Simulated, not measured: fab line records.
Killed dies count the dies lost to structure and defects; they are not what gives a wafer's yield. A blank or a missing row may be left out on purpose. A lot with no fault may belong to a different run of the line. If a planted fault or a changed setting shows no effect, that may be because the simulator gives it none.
Struck lot and sound lot, side by side -- flow sky130 -- 15 out of 708 route steps
Sound: the wafers L654.2, L654.3, L654.4. Struck: wafer L664.1 (left out: L664.2, a lot-mate that was not struck); the cause follows at the end.
Order at every step that has rows: each side's tool, ch and its chambers, its first start. Under that, the readings that differ: sound wafers -- struck wafers -- difference of the means -- sigmas: that difference in standard deviations of wafers without a fault.
alike: words and numbers the same on both sides, and readings whose means are apart by under 2 such deviations; not compared: readings that were withheld, readings missing a value for some wafer, numbers with overlapping values and no deviation given by the record, and bounds like >300 which may hide the same value.
A row with sigmas, a row that says differs or no value, or rows on one side alone: a step with any of these is where the two part. Numbers that don't overlap but have no deviation are shown without sigmas and don't part them. A reading that every wafer of one side lacks parts them only if that side has two wafers or more.

first, 2 steps without rows for these wafers: SKY_METAL3_PEB_11; SKY_METAL3_DEVELOP_12 (develop time 60 s).
SKY_METAL3_CD_MEAS_13: target cd 300 nm.
  sound on cd-sem-01, day 38 08:35; struck on cd-sem-01, day 43 04:07
  alike: cd-nm
SKY_METAL3_OVL_MEAS_14:
  sound on overlay-01, day 38 08:41; struck on overlay-02, day 43 04:14
  alike: METAL3_OVL
SKY_METAL3_DESCUM_15: chemistry O2, time 8 s.
  sound on rie-metal-01 ch 0,1, day 38 08:43; struck on rie-metal-03 ch 0, day 43 04:16
  alike: drypump-motor-current-A, oes-product-au
  not compared: rf-hours-counter-h
SKY_METAL3_ETCH_16: etches BARC in N2/H2, stops on SiO2, time 88.2 s, target depth 60 nm.
  sound on rie-metal-01 ch 0,1, day 38 08:44; struck on rie-metal-03 ch 0, day 43 04:18
reading,sound,struck,difference,sigmas
n2-flow-sccm (sccm),99.77 100.01 100.63,99.42,-0.72,-2
  alike: drypump-motor-current-A, oes-product-au, throttle-valve-pct
  not compared: rf-hours-counter-h
SKY_METAL3_ETCH_17: etches SiO2 in C4F8/O2/Ar, stops on TiN, time 3.9 s, target depth 15 nm.
  sound on rie-diel-04 ch 1,2,3, day 38 08:50; struck on rie-diel-02 ch 3, day 43 04:24
  alike: oes-product-au
  not compared: rf-hours-counter-h
SKY_METAL3_METAL_ETCH_18: etches the open film in Cl2/BCl3, stops on SiO2, target depth 845 nm, time 183.1 s.
  sound on rie-metal-02 ch 0,1, day 38 08:52; struck on rie-metal-02 ch 0, day 43 04:25
reading,sound,struck,difference,sigmas
throttle-valve-pct (%),22.275 22.262 22.285,22.255,-0.019,-2
  alike: drypump-motor-current-A, oes-product-au
  not compared: rf-hours-counter-h
SKY_METAL3_STRIP_19: strips in O2/N2.
  sound on plasma-asher-01 ch 0,1, day 38 09:02; struck on plasma-asher-03 ch 0, day 43 04:35
  alike: drypump-motor-current-A, n2-flow-sccm, oes-product-au, strip-time-to-endpoint-s
  not compared: rf-hours-counter-h
then, 3 steps without rows for these wafers: SKY_METAL3_STRIP_20 (strips in post etch residue remover, time 1200 s); SKY_METAL3_CLEAN_21 (cleans in IPA, time 180 s); SKY_METAL3_CLEAN_22 (cleans in O3/DIW).
SKY_VIA3_HDPCVD_00: deposits SiO2, target thk 1635 nm, time 272.5 s.
  sound on hdpcvd-02 ch 0,1, day 38 09:40; struck on hdpcvd-02 ch 1, day 43 05:11
reading,sound,struck,difference,sigmas
run-length-s (s),300.6 300.9 300.8,291.6,-9.2,-18
model.SiO2_of_VIA3_HDPCVD_00.thk-nm (nm),1658 1660 1661,1577,-83,
  alike: pressure-mtorr, sih4-flow-sccm
SKY_VIA3_THK_MEAS_01:
  sound on film-metro-02, day 38 09:51; struck on film-metro-02, day 43 05:21
reading,sound,struck,difference,sigmas
VIA3_HDPCVD_THK (nm),1659 1660 1661,1577,-83,-3
SKY_PAD_OPEN_PROBE_99:
  the record holds rows for the sound wafers here (prober-01, day 45 11:49) but none for the struck ones

## WHERE THEY PART
Earliest at SKY_METAL3_ETCH_16; latest, in this record, at SKY_PAD_OPEN_PROBE_99.

WHY: what had been put in by the simulator
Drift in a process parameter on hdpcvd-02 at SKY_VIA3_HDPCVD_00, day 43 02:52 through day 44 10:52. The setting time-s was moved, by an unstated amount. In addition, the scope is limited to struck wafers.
